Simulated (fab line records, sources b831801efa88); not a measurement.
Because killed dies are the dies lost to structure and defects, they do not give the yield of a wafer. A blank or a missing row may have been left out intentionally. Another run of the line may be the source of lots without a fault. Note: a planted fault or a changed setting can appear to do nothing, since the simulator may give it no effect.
Which of the tools did it? + flow gf180mcu + 7 lots with 20 wafers sampled at 4 steps, on a route of 602 steps

== WHAT THE GAUGES SHOWED, per wafer ==
GF_PSD_RS_MEAS_14: a four-point-probe measurement.
| lot  | measured     | on           | NSD_RS (ohm/sq)   |
|------|--------------|--------------|-------------------|
| L946 | day 14 19:52 | filmMetro-02 | 46.17 46.11 46.10 |
| L949 | day 16 04:38 | filmMetro-04 | 46.11 46.19 46.19 |
| L951 | day 16 14:38 | filmMetro-04 | 46.30 46.20 46.20 |
| L953 | day 17 04:32 | filmMetro-04 | 46.19 46.17 46.07 |
| L955 | day 18 01:28 | filmMetro-01 | 46.21 46.11 46.04 |
| L957 | day 19 01:21 | filmMetro-01 | 46.23 46.13 46.28 |
| L965 | day 21 10:04 | filmMetro-02 | 45.15 46.13       |

== WHICH TOOL RAN EACH LOT (tool, then ch and the chambers of the sampled wafers, then the start) ==
| lot  | GF_HV_LDD_STRIP_49                  | GF_NSD_IMPLANT_09               | GF_NSD_STRIP_11                     |
|------|-------------------------------------|---------------------------------|-------------------------------------|
| L946 | plasmaAsher-03 ch 0,1, day 12 22:06 | implanter-01 ch 0, day 13 21:50 | plasmaAsher-01 ch 0,1, day 13 22:07 |
| L949 | plasmaAsher-03 ch 0,1, day 14 05:16 | implanter-01 ch 0, day 15 05:40 | plasmaAsher-02 ch 1, day 15 05:58   |
| L951 | plasmaAsher-01 ch 0,1, day 14 15:07 | implanter-04 ch 0, day 15 15:47 | plasmaAsher-01 ch 0,1, day 15 16:04 |
| L953 | plasmaAsher-03 ch 0,1, day 15 04:00 | implanter-01 ch 0, day 16 04:54 | plasmaAsher-04 ch 0,1, day 16 05:11 |
| L955 | plasmaAsher-01 ch 0,1, day 16 01:26 | implanter-02 ch 0, day 17 02:01 | plasmaAsher-02 ch 0,1, day 17 02:18 |
| L957 | plasmaAsher-03 ch 1, day 16 22:25   | implanter-02 ch 0, day 18 00:20 | plasmaAsher-01 ch 0,1, day 18 00:37 |
| L965 | plasmaAsher-03 ch 0,1, day 19 06:07 | implanter-02 ch 0, day 20 09:19 | plasmaAsher-02 ch 0, day 20 09:37   |
- GF_HV_LDD_STRIP_49: strips in O2/N2.
- GF_NSD_IMPLANT_09
- GF_NSD_STRIP_11: strips in O2/N2.

== THE ANSWER, worked out from the rows above alone ==
Rule: the lots themselves supply what counts as usual. The widest of any qualifying gaps counts: lots, ordered by their means at a reading, are off when they make up no more than a third of the lots, leave a main group of 4 or more, and stand apart from it by 3 or more times the standard deviation of that group's means. If all means in a main group match to the digits the tables above print for the reading, that group is not used. A lot without any number at a reading at which 4 lots or more have one is off too. Where the step has rows for the other lots, those lots are counted as sound.
Off: L965, seen at GF_PSD_RS_MEAS_14 (NSD_RS). For the main group the mean is 46.17 ohm/sq and the standard deviation 0.043.
If a tool, at a process step before that reading, ran all the lots that are off and no sound lot after the first of them, it fits. Gauges at GF_PSD_RS_MEAS_14: tried the same way as those tools. Can't be told from this: 4 tools fit, plasmaAsher-03 at GF_HV_LDD_STRIP_49, implanter-02 at GF_NSD_IMPLANT_09, plasmaAsher-02 at GF_NSD_STRIP_11, filmMetro-02 at GF_PSD_RS_MEAS_14.

== WHAT WAS PUT IN BY THE SIMULATOR ==
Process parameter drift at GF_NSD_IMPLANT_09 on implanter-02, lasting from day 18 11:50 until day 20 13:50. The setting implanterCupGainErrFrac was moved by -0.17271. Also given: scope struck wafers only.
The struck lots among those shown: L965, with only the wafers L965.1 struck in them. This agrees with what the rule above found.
